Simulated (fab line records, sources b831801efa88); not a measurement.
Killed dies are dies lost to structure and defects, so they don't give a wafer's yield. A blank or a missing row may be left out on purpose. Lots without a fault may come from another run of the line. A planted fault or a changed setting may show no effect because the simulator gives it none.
fab line records | flow sfq_line
record lots=14 wafers=42 last_day=92
route steps=325 shown M0@29 I0@43 M1@71
lots that met no fault: from a run of the same line without faults
start_h: hours from the record's first day to the start of the lot's first wafer shown | wait_h: hours since the lot's step before | " the same as in the row above | L1.1+2: a row that stands for several wafers | - no value, or no start given | * or withheld: withheld | < > ~ a bound
route shown NAME@n: a module of which the file shows steps, and the number in the route of the first | usual: mean/standard deviation of fault-free wafers | same: alike in all rows | chamber/n: place in a boat | sites: the reading at each site | _std_site: their standard deviation | _edge_site: outer sites' mean less inner sites' | radius_mm: how far each site lies from the wafer's centre | mask NAME#n: copy n | behind: the tool/chamber that last shaped the wafer | hold: why the lot was held/for how many hours/how that ended | device: the transistor (n, p or np) that didn't switch | end of line: the same wafers' tests at the end of the route | a step without rows: its recipe alone | killed: dies lost to structure and defects at the first sort, not the wafer's yield | map: a wafer's dies, x killed, . not, _ none there
set.NAME: the setting as run; set.NAME@STEP: as run at that earlier step | model.NAME: the simulator's own value behind a step, which no gauge read
steps of the route over a sample of lots; a table a step, a row a wafer
services: from which hour (start_h, from the record's first day; less than 0 if before it) a tool's chamber was out of use, for how many hours, and why
## steps
# step SFQ_TRILAYER_M0_DEP_SPUTTER_019
# recipe material=Nb base_pressure_pa=1.33e-06 chamber_pressure_pa=0.1333 substrate_temp_c=20 resputter_cathode_voltage_v=400 target_thk_nm=200 power_w=2000 time_s=133.3
# usual throttle_valve_pct=30.2/0.87
# columns lot.wafer tool chamber start_h wait_h throttle_valve_pct
L219.3 pvd_sputter-06 - 150.69 0.0 29.8
L219.5 " - " " 29.9
L219.6 " - " " 28.9
L220.3 pvd_sputter-06 - 156.69 0.0 31.0
L220.4 " - " " 29.7
L220.5 " - " " 29.9
L224.2 pvd_sputter-03 - 194.14 0.0 31.6
L224.3 " - " " 29.7
L224.4 " - " " 31.0
L225.2 pvd_sputter-06 - 207.63 0.0 30.0
L225.3 " - " " 31.1
L225.6 " - " " 31.1
L227.2 pvd_sputter-03 - 223.36 0.0 31.9
L227.4 " - " " 29.6
L227.6 " - " " 31.0
L232.4 pvd_sputter-03 - 256.96 0.0 31.8
L232.5 " - " " 29.5
L232.6 " - " " 31.0
L233.2 pvd_sputter-03 - 263.08 0.0 29.5
L233.5 " - " " 31.8
L233.6 " - " " 31.0
L235.3 pvd_sputter-06 - 279.88 0.0 29.2
L235.4 " - " " 31.0
L235.5 " - " " 29.0
L236.1 pvd_sputter-06 - 283.48 0.0 30.0
L236.3 " - " " 30.1
L236.6 " - " " 28.9
L237.2 pvd_sputter-06 - 295.61 0.0 31.1
L237.3 " - " " 29.3
L237.5 " - " " 30.0
L238.2 pvd_sputter-06 - 301.61 0.0 30.2
L238.4 " - " " 29.1
L238.5 " - " " 29.8
L239.1 pvd_sputter-05 - 314.81 0.0 29.5
L239.4 " - " " 30.2
L239.6 " - " " 30.5
L241.1 pvd_sputter-06 - 328.01 0.0 29.9
L241.2 " - " " 29.1
L241.6 " - " " 29.9
L242.1 pvd_sputter-03 - 340.01 0.0 31.0
L242.3 " - " " 31.8
L242.5 " - " " 29.7
# step SFQ_M0_RS_MEAS_904
# recipe thk_meas_gauge=four-point-probe reads=Nb_of_TRILAYER_M0_DEP_SPUTTER_019
# usual M0_NB_RS=0.891/0.0086
# columns lot.wafer tool chamber start_h wait_h M0_NB_RS[ohm/sq]
L219.3 film_metro-03 - 150.82 0.1 0.882
L219.5 " - " " 0.881
L219.6 " - " " 0.894
L220.3 film_metro-03 - 156.82 0.1 0.883
L220.4 " - " " 0.881
L220.5 " - " " 0.889
L224.2 film_metro-02 - 194.25 0.1 0.884
L224.3 " - " " 0.886
L224.4 " - " " 0.880
L225.2 film_metro-01 - 207.74 0.1 0.887
L225.3 " - " " 0.892
L225.6 " - " " 0.888
L227.2 film_metro-02 - 223.47 0.1 0.902
L227.4 " - " " 0.895
L227.6 " - " " 0.897
L232.4 film_metro-01 - 257.11 0.1 0.888
L232.5 " - " " 0.878
L232.6 " - " " 0.745
L233.2 film_metro-03 - 263.19 0.1 0.901
L233.5 " - " " 0.899
L233.6 " - " " 0.756
L235.3 film_metro-02 - 280.01 0.1 0.897
L235.4 " - " " 0.894
L235.5 " - " " 0.880
L236.1 film_metro-02 - 283.57 0.0 0.899
L236.3 " - " " 0.893
L236.6 " - " " 0.892
L237.2 film_metro-01 - 295.72 0.1 0.894
L237.3 " - " " 0.888
L237.5 " - " " 0.886
L238.2 film_metro-02 - 301.72 0.1 0.895
L238.4 " - " " 0.904
L238.5 " - " " 0.902
L239.1 film_metro-03 - 314.90 0.0 0.894
L239.4 " - " " 0.892
L239.6 " - " " 0.895
L241.1 film_metro-03 - 328.10 0.0 0.883
L241.2 " - " " 0.881
L241.6 " - " " 0.887
L242.1 film_metro-03 - 340.10 0.0 0.886
L242.3 " - " " 0.885
L242.5 " - " " 0.883
# step SFQ_TRILAYER_M0_ETCH_METAL_ETCH_024
# recipe target=Nb stop_on=SiO2 mask_material=PR chemistry=Cl2/Ar target_depth_nm=240 icp_w=600 bias_w=80 pressure_mtorr=10 time_s=120
# usual drypump_motor_current_A=5.52/0.24 oes_product_au=0.894/0.0063 rf_fwd_power_W=596.4/1.9
# columns lot.wafer tool chamber start_h wait_h drypump_motor_current_A oes_product_au rf_fwd_power_W rf_hours_counter_h
L219.3 rie_metal-01 0 252.67 0.1 5.85 0.897 596.3 -
L219.5 " 0 " " 5.83 0.902 594.9 -
L219.6 " 0 " " 5.83 0.897 594.8 -
L220.3 rie_metal-04 0 258.70 0.1 5.18 0.897 596.4 -
L220.4 " 1 " " 5.34 0.902 595.0 -
L220.5 " 1 " " 5.33 0.890 594.9 -
L224.2 rie_metal-03 0 299.58 0.0 5.58 0.904 596.1 100
L224.3 " 0 " " 5.55 0.892 596.1 -
L224.4 " 1 " " 5.31 0.897 596.8 -
L225.2 rie_metal-01 0 322.38 0.0 5.83 0.895 597.3 80
L225.3 " 0 " " 5.83 0.889 600.0 -
L225.6 " 0 " " 5.84 0.889 596.9 -
L227.2 rie_metal-01 0 343.98 0.0 5.82 0.893 593.5 84
L227.4 " 1 " " 5.72 0.896 598.3 -
L227.6 " 1 " " 5.75 0.892 598.6 -
L232.4 rie_metal-03 1 381.35 0.1 5.31 0.889 597.9 -
L232.5 " 0 " " 5.59 0.900 598.6 -
L232.6 " 1 " " 5.31 0.997 596.9 -
L233.2 rie_metal-01 1 390.91 0.0 5.71 0.901 597.1 19
L233.5 " 0 " " 5.84 0.894 598.1 -
L233.6 " 1 " " 5.69 0.985 594.6 -
L235.3 rie_metal-03 0 412.77 0.1 5.55 0.887 595.7 -
L235.4 " 0 " " 5.61 0.886 596.1 -
L235.5 " 0 " " 5.61 0.901 593.6 -
L236.1 rie_metal-01 0 417.43 0.0 5.83 0.886 598.2 93
L236.3 " 1 " " 5.71 0.892 599.1 -
L236.6 " 0 " " 5.82 0.889 596.7 -
L237.2 rie_metal-03 1 428.36 0.0 5.31 0.903 594.1 152
L237.3 " 1 " " 5.31 0.890 595.7 -
L237.5 " 0 " " 5.59 0.899 595.6 -
L238.2 rie_metal-04 0 434.46 0.1 5.18 0.888 594.8 -
L238.4 " 0 " " 5.18 0.885 593.1 -
L238.5 " 0 " " 5.18 0.897 593.2 -
L239.1 rie_metal-04 0 450.49 0.0 5.17 0.899 596.1 15
L239.4 " 1 " " 5.34 0.890 595.5 -
L239.6 " 1 " " 5.35 0.885 597.0 -
L241.1 rie_metal-03 0 470.89 0.0 5.60 0.901 596.7 131
L241.2 " 1 " " 5.33 0.906 596.5 2
L241.6 " 0 " " 5.60 0.896 594.9 -
L242.1 rie_metal-04 1 487.69 0.0 5.34 0.897 598.1 6
L242.3 " 1 " " 5.33 0.898 597.7 -
L242.5 " 0 " " 5.17 0.899 595.9 -
# step SFQ_TRILAYER_I0_DEP_PECVD_027
# recipe material=SiO2 temp_c=150 time_s=111.11 pressure_torr=2.4 rf_w=183.3 precursor=SiH4/N2O target_thk_nm=500
# usual chamber_pressure_Torr=2.400/0.0057 heater_power_w=88/22 rf_fwd_power_W=182.2/0.61 throttle_valve_pct=24.6/1.7
# columns lot.wafer tool chamber start_h wait_h chamber_pressure_Torr heater_power_w rf_fwd_power_W throttle_valve_pct
L219.3 pecvd-03 0 254.22 0.0 2.400 59 182.5 23.1
L219.5 " 0 " " 2.409 64 182.4 23.0
L219.6 " 1 " " 2.400 101 182.4 24.4
L220.3 pecvd-01 2 259.56 0.0 2.395 82 182.2 24.4
L220.4 " 0 " " 2.401 58 183.4 23.9
L220.5 " 1 " " 2.404 118 182.5 24.2
L224.2 pecvd-03 0 300.48 0.0 2.398 66 181.2 22.9
L224.3 " 0 " " 2.407 69 181.8 22.9
L224.4 " 2 " " 2.398 109 182.5 27.6
L225.2 pecvd-01 0 323.28 0.0 2.403 56 182.7 24.1
L225.3 " 2 " " 2.398 85 182.2 24.7
L225.6 " 1 " " 2.400 119 182.5 24.6
L227.2 pecvd-03 0 344.88 0.0 2.405 67 183.1 23.1
L227.4 " 0 " " 2.405 56 182.2 23.3
L227.6 " 0 " " 2.395 59 182.6 22.9
L232.4 pecvd-01 1 382.42 0.0 2.399 113 182.5 24.8
L232.5 " 2 " " 2.405 81 182.1 25.2
L232.6 " 0 " " 2.397 54 183.1 24.2
L233.2 pecvd-01 0 391.98 0.0 2.395 51 182.3 24.5
L233.5 " 2 " " 2.405 83 182.6 25.0
L233.6 " 1 " " 2.391 134 183.2 24.5
L235.3 pecvd-03 0 414.36 0.0 2.395 67 182.1 23.4
L235.4 " 2 " " 2.405 110 181.8 27.7
L235.5 " 2 " " 2.404 110 180.6 27.8
L236.1 pecvd-04 1 418.33 0.0 2.410 98 181.8 23.0
L236.3 " 2 " " 2.402 100 182.0 22.8
L236.6 " 1 " " 2.397 100 182.5 23.1
L237.2 pecvd-03 2 429.26 0.0 2.400 101 182.6 28.0
L237.3 " 2 " " 2.397 105 181.8 28.2
L237.5 " 2 " " 2.399 111 182.7 27.7
L238.2 pecvd-04 0 436.04 0.0 2.400 71 182.1 23.6
L238.4 " 1 " " 2.394 98 182.4 23.1
L238.5 " 2 " " 2.398 110 181.8 23.1
L239.1 pecvd-01 0 451.39 0.0 2.402 54 183.3 24.3
L239.4 " 2 " " 2.405 84 182.4 25.1
L239.6 " 1 " " 2.391 109 182.2 24.9
L241.1 pecvd-03 2 471.79 0.0 2.394 111 181.3 27.7
L241.2 " 0 " " 2.402 65 182.9 23.3
L241.6 " 2 " " 2.396 95 181.2 28.0
L242.1 pecvd-01 1 488.59 0.0 2.394 115 183.3 24.9
L242.3 " 2 " " 2.398 74 181.6 25.2
L242.5 " 1 " " 2.396 123 182.9 24.8
# step SFQ_TRILAYER_I0_VIA_STRIP_STRIP_035
# recipe gas=O2 power_w=200 platen_temp_c=40 overash_fraction=0.65 chemistry=O2 pressure_mtorr=50
# usual drypump_motor_current_A=5.56/0.29 oes_product_au=1.000/0.0068
# columns lot.wafer tool chamber start_h wait_h drypump_motor_current_A oes_product_au rf_hours_counter_h
L219.3 rie_metal-04 1 393.72 - 5.34 1.001 -
L219.5 " 0 " " 5.18 1.001 -
L219.6 " 1 " " 5.33 0.999 -
L220.3 rie_metal-02 0 402.12 - 5.97 0.997 -
L220.4 " 1 " " 5.76 1.004 -
L220.5 " 0 " " 6.00 0.987 -
L224.2 rie_metal-03 1 426.05 - 5.32 0.996 152
L224.3 " 0 " " 5.56 1.002 -
L224.4 " 1 " " 5.31 0.988 -
L225.2 rie_metal-03 1 436.18 - 5.32 1.007 154
L225.3 " 0 " " 5.66 1.014 -
L225.6 " 1 " " 5.30 0.988 -
L227.2 rie_metal-04 1 496.44 - 5.34 1.010 8
L227.4 " 0 " " 5.18 0.997 -
L227.6 " 0 " " 5.17 0.993 -
L232.4 rie_metal-02 0 548.67 - 5.99 0.994 -
L232.5 " 1 " " 5.80 1.013 -
L232.6 " 0 " " 6.04 1.002 -
L233.2 rie_metal-04 1 559.27 - 5.31 1.005 14
L233.5 " 1 " " 5.32 1.001 -
L233.6 " 0 " " 5.17 0.995 -
L235.3 rie_metal-04 0 588.17 - 5.16 0.998 -
L235.4 " 1 " " 5.32 1.004 -
L235.5 " 0 " " 5.16 0.991 -
L236.1 rie_metal-02 1 592.77 - 5.74 1.002 100
L236.3 " 1 " " 5.75 1.000 -
L236.6 " 1 " " 5.72 1.004 -
L237.2 rie_metal-03 1 595.29 - 5.31 1.009 18
L237.3 " 1 " " 5.30 0.997 -
L237.5 " 1 " " 5.34 1.003 -
L238.2 rie_metal-02 0 612.09 - 5.96 0.986 142
L238.4 " 0 " " 6.02 0.995 -
L238.5 " 1 " " 5.75 0.996 -
L239.1 rie_metal-02 0 615.82 - 5.98 0.994 142
L239.4 " 1 " " 5.76 1.005 -
L239.6 " 1 " " 5.76 0.995 -
L241.1 rie_metal-02 0 641.02 - 6.00 1.001 1
L241.2 " 1 " " 5.73 1.008 107
L241.6 " 0 " " 5.98 0.998 -
L242.1 rie_metal-03 1 655.42 - 5.33 0.987 26
L242.3 " 0 " " 5.55 1.008 -
L242.5 " 0 " " 5.58 0.988 -
# step SFQ_TRILAYER_M1_STRIP_STRIP_043
# recipe gas=O2 power_w=200 platen_temp_c=40 overash_fraction=0.65 chemistry=O2 pressure_mtorr=50
# usual drypump_motor_current_A=5.64/0.27 oes_product_au=0.999/0.008
# columns lot.wafer tool chamber start_h wait_h drypump_motor_current_A oes_product_au rf_hours_counter_h
L219.3 rie_metal-01 1 557.10 0.2 5.68 1.003 -
L219.5 " 0 " " 5.79 0.992 -
L219.6 " 1 " " 5.70 0.995 -
L220.3 rie_metal-02 1 564.30 0.2 5.74 0.998 -
L220.4 " 0 " " 6.00 0.984 -
L220.5 " 1 " " 5.76 1.004 -
L224.2 rie_metal-04 1 598.93 0.1 5.36 1.004 20
L224.3 " 1 " " 5.34 0.995 -
L224.4 " 0 " " 5.17 1.000 -
L225.2 rie_metal-02 1 606.13 0.1 5.78 0.996 103
L225.3 " 1 " " 5.76 1.011 -
L225.6 " 1 " " 5.75 1.012 -
L227.2 rie_metal-02 1 660.25 0.1 5.74 1.005 109
L227.4 " 1 " " 5.76 1.000 -
L227.6 " 0 " " 5.94 1.016 -
L232.4 rie_metal-01 1 706.75 0.2 5.69 0.993 -
L232.5 " 0 " " 5.81 0.999 -
L232.6 " 1 " " 5.67 1.001 -
L233.2 rie_metal-01 0 714.95 0.1 5.80 0.999 133
L233.5 " 1 " " 5.70 0.996 -
L233.6 " 0 " " 5.79 0.991 -
L235.3 rie_metal-04 0 735.55 0.2 5.17 0.996 -
L235.4 " 1 " " 5.32 0.984 -
L235.5 " 1 " " 5.32 0.996 -
L236.1 rie_metal-02 0 741.35 0.1 5.99 1.003 13
L236.3 " 1 " " 5.76 0.997 -
L236.6 " 0 " " 5.96 1.004 -
L237.2 rie_metal-01 1 742.55 0.1 5.70 0.990 68
L237.3 " 1 " " 5.73 0.988 -
L237.5 " 1 " " 5.74 0.989 -
L238.2 rie_metal-02 1 761.87 0.1 5.77 0.994 123
L238.4 " 1 " " 5.77 0.993 -
L238.5 " 0 " " 5.96 0.993 -
L239.1 rie_metal-01 0 766.81 0.1 5.81 1.002 141
L239.4 " 1 " " 5.73 1.007 -
L239.6 " 1 " " 5.72 1.006 -
L241.1 rie_metal-02 1 786.14 0.1 5.76 0.992 127
L241.2 " 0 " " 5.96 0.992 20
L241.6 " 1 " " 5.75 0.990 -
L242.1 rie_metal-01 1 802.05 0.2 5.72 0.995 78
L242.3 " 1 " " 5.69 0.990 -
L242.5 " 1 " " 5.69 0.991 -
## services
# columns tool chamber start_h hours kind
rie_metal-04 - 128.23 0.2 repair
rie_metal-04 1 162.01 14.4 repair
rie_metal-02 - 190.29 0.7 repair
pvd_sputter-06 - 280.24 0.8 repair
rie_metal-01 0 308.17 1.3 repair
rie_metal-02 - 312.05 2.8 pm
rie_metal-03 1 317.69 13.7 repair
rie_metal-02 - 374.66 4.3 pm
rie_metal-03 1 406.40 17.8 repair
rie_metal-04 - 418.60 14.6 pm
rie_metal-02 0 424.22 3.2 repair
rie_metal-01 - 439.11 2.8 pm
rie_metal-02 - 472.20 1.0 repair
rie_metal-01 - 495.72 0.1 repair
rie_metal-04 - 579.00 0.1 repair
rie_metal-01 0 585.60 5.9 repair
rie_metal-01 1 662.95 9.9 repair
rie_metal-01 0 679.89 1.5 repair
rie_metal-03 - 714.97 14.6 pm
rie_metal-03 - 751.65 1.4 pm
rie_metal-04 1 758.70 13.0 repair
rie_metal-03 - 773.12 2.8 pm
rie_metal-01 0 781.02 1.5 repair
rie_metal-01 1 788.40 7.7 repair
## key
first_sign step=SFQ_M0_RS_MEAS_904 reading=M0_NB_RS direction=down sigmas=16 usual=0.891 struck=0.750
effect step=SFQ_TRILAYER_M0_ETCH_METAL_ETCH_024 reading=oes_product_au direction=up sigmas=15 usual=0.894 struck=0.991
met_at SFQ_TRILAYER_M0_DEP_SPUTTER_019
struck_lots L232,L233
struck_wafers L232.6,L233.6
not_acting_at SFQ_TRILAYER_I0_DEP_PECVD_027,SFQ_TRILAYER_I0_VIA_STRIP_STRIP_035,SFQ_TRILAYER_M1_STRIP_STRIP_043
onset_between 223.36 256.96
fault kind=process_parameter_drift tool=pvd_sputter-03 chamber=- onset_h=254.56 steps=SFQ_TRILAYER_M0_DEP_SPUTTER_019 channel=target_thk_nm offset=37.123 shape=step end_h=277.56 acts_in=these_recipes_only stated=200 scope=struck_wafers_only
